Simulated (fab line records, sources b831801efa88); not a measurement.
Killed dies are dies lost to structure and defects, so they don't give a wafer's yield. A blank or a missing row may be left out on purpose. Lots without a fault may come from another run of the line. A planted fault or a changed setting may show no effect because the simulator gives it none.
Which tool did it? | flow gf180mcu | 6 lots, 18 wafers sampled, at 3 steps of a route of 602

WHAT THE GAUGES READ, wafer by wafer
GF_POLY_GATE_OVL_MEAS_11.
lot  | measured     | on         | POLY_GATE_OVL (nm)
L915 | day 9 22:15  | overlay-02 | -9 -7 -4
L918 | day 10 19:01 | overlay-01 | 6 1 2
L925 | day 13 00:49 | overlay-02 | -5 6 1
L927 | day 13 10:22 | overlay-01 | 0 1 -5
L929 | day 14 03:56 | overlay-01 | 19 16 30
L931 | day 14 16:19 | overlay-02 | 41 35 31

WHICH TOOL RAN EACH LOT (tool, then ch and the chambers of the sampled wafers, then the start)
lot  | GF_VT_IMPLANT_STRIP_42               | GF_POLY_GATE_EXPOSE_07
L915 | plasma_asher-03 ch 0,1, day 8 02:45  | krf_scanner-02 ch 0, day 9 13:18
L918 | plasma_asher-02 ch 0,1, day 9 00:02  | krf_scanner-02 ch 0, day 10 09:55
L925 | plasma_asher-02 ch 0,1, day 11 01:47 | krf_scanner-01 ch 0, day 12 14:36
L927 | plasma_asher-03 ch 0,1, day 11 12:29 | krf_scanner-02 ch 0, day 12 23:57
L929 | plasma_asher-02 ch 0,1, day 12 03:13 | krf_scanner-02 ch 0, day 13 17:22
L931 | plasma_asher-02 ch 0,1, day 12 15:50 | krf_scanner-02 ch 0, day 14 05:41
- GF_VT_IMPLANT_STRIP_42: strips in O2/N2.
- GF_POLY_GATE_EXPOSE_07: exposes mask Poly2, target cd 280 nm.

THE ANSWER, worked out from the rows above alone
Rule: what is usual is taken from the lots themselves. Put in order of their means at a reading, lots are off if they are a third of the lots or fewer, leave a main group of 4 or more, and stand apart from it by a gap of 3 or more times the standard deviation of the main group's means; of several such gaps the widest counts. A main group whose means are all the same, to the digits that the tables above print for the reading, isn't used. A lot without any number at a reading at which 4 lots or more have one is off too. The other lots that the step has rows for count as sound.
Off: L929, L931, at GF_POLY_GATE_OVL_MEAS_11 (POLY_GATE_OVL). The main group: mean -1 nm, standard deviation 3.6.
A tool fits if, at a process step before that reading, it ran every lot that is off, and no sound lot after the first of them. The gauges at GF_POLY_GATE_OVL_MEAS_11 are tried like those tools. Can't be told from this: 2 tools fit, plasma_asher-02 at GF_VT_IMPLANT_STRIP_42, krf_scanner-02 at GF_POLY_GATE_EXPOSE_07.

WHAT THE SIMULATOR HAD PUT IN
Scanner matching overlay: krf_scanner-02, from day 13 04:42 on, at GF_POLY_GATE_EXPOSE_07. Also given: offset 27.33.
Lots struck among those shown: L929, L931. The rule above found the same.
